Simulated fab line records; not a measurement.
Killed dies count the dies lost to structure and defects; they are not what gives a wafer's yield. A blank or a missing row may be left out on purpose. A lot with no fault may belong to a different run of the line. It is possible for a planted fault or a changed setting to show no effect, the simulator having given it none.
A single fault, viewed from 2 desks + flow gf180mcu + each desk has only its own numbers; what lay behind them comes last

AT THE METROLOGY DESK
What the gauges read, lot by lot, whatever tool the lot ran on: means of the sampled wafers that have a number. If a lot's mean is further than 4 standard deviations from the usual mean, the lot is out of limits and carries the mark OUT (the distance appears in the brackets).
Columns: A = V5_CVD_00_THK at GF_V5_THK_MEAS_01, usual 300 nm
| lot  | first seen here | A   |
|------|-----------------|-----|
| L746 | day 26 13:23    | 301 |
| L747 | day 26 19:28    | 299 |
| L748 | day 27 09:41    | 300 |
| L749 | day 27 14:49    | 303 |
| L751 | day 28 08:16    | 303 |
| L752 | day 28 16:46    | 302 |
| L753 | day 28 19:41    | 300 |
| L754 | day 29 06:58    | 302 |
| L756 | day 29 17:08    | 298 |
| L764 | day 31 21:45    | 300 |
| L765 | day 32 04:08    | 297 |
| L766 | day 32 10:10    | 302 |
| L767 | day 32 17:32    | 304 |
This desk's finding: nothing out of limits on any of the 13 lots.

THE TOOL OWNER'S DESK: cmp-01
The tool's own readings at GF_V5_CMP_26 (polishes, stops on SiO2, t overpolish 15 s, target thk 0 nm): means of the sampled wafers that have a number, for each lot that ran on this tool. If a lot's mean is further than 4 standard deviations from the usual mean, the lot is out of limits and carries the mark OUT (the distance appears in the brackets).
Columns: A = headPressurePsi at GF_V5_CMP_26, usual 3.499 psi; B = motorCurrentA at GF_V5_CMP_26, usual 10.6 A; C = overpolishRunS at GF_V5_CMP_26, usual 15.001 s; D = slurryFilterDpKPa at GF_V5_CMP_26, usual 13.52 kPa; E = timeToEndpointS at GF_V5_CMP_26, usual 82 s
| lot  | first seen here | A     | B    | C                        | D     | E  |
|------|-----------------|-------|------|--------------------------|-------|----|
| L746 | day 27 11:51    | 3.496 | 10.6 | 15.002                   | 13.56 | 80 |
| L748 | day 28 07:40    | 3.491 | 11.7 | 15.001                   | 13.27 | 85 |
| L749 | day 28 12:37    | 3.505 | 11.0 | 14.996                   | 13.40 | 86 |
| L751 | day 29 05:40    | 3.501 | 10.3 | 15.000                   | 13.63 | 79 |
| L752 | day 29 14:04    | 3.497 | 10.7 | 19.023 (+99 or more) OUT | 13.63 | 82 |
| L754 | day 30 03:36    | 3.505 | 10.8 | 19.023 (+99 or more) OUT | 13.39 | 86 |
| L764 | day 32 16:26    | 3.500 | 10.5 | 15.002                   | 13.48 | 87 |
| L767 | day 33 11:21    | 3.499 | 10.9 | 14.996                   | 13.51 | 83 |
This desk's finding: out of limits on L752, L754; first on L752, day 29 14:04 (overpolishRunS at GF_V5_CMP_26). L746, L748, L749, L751, L764, L767 stayed within limits.

ALL TOGETHER
The tool owner's desk could have raised an alarm at day 29 14:04, on L752, L754.
From the metrology desk's view, nothing was out of limits.
The metrology desk holds a record of L752, L754, inside its limits.
GF_V5_CMP_26 was run on cmp-01 by each of the lots named.

WHAT HAD BEEN PUT IN BY THE SIMULATOR
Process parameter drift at GF_V5_CMP_26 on cmp-01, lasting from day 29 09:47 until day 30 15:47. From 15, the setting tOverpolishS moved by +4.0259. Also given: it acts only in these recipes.
Struck lots among those shown: L752, L754.
Delay in hours, fault start to first out-of-limits reading, by desk: the tool owner's desk at 4.
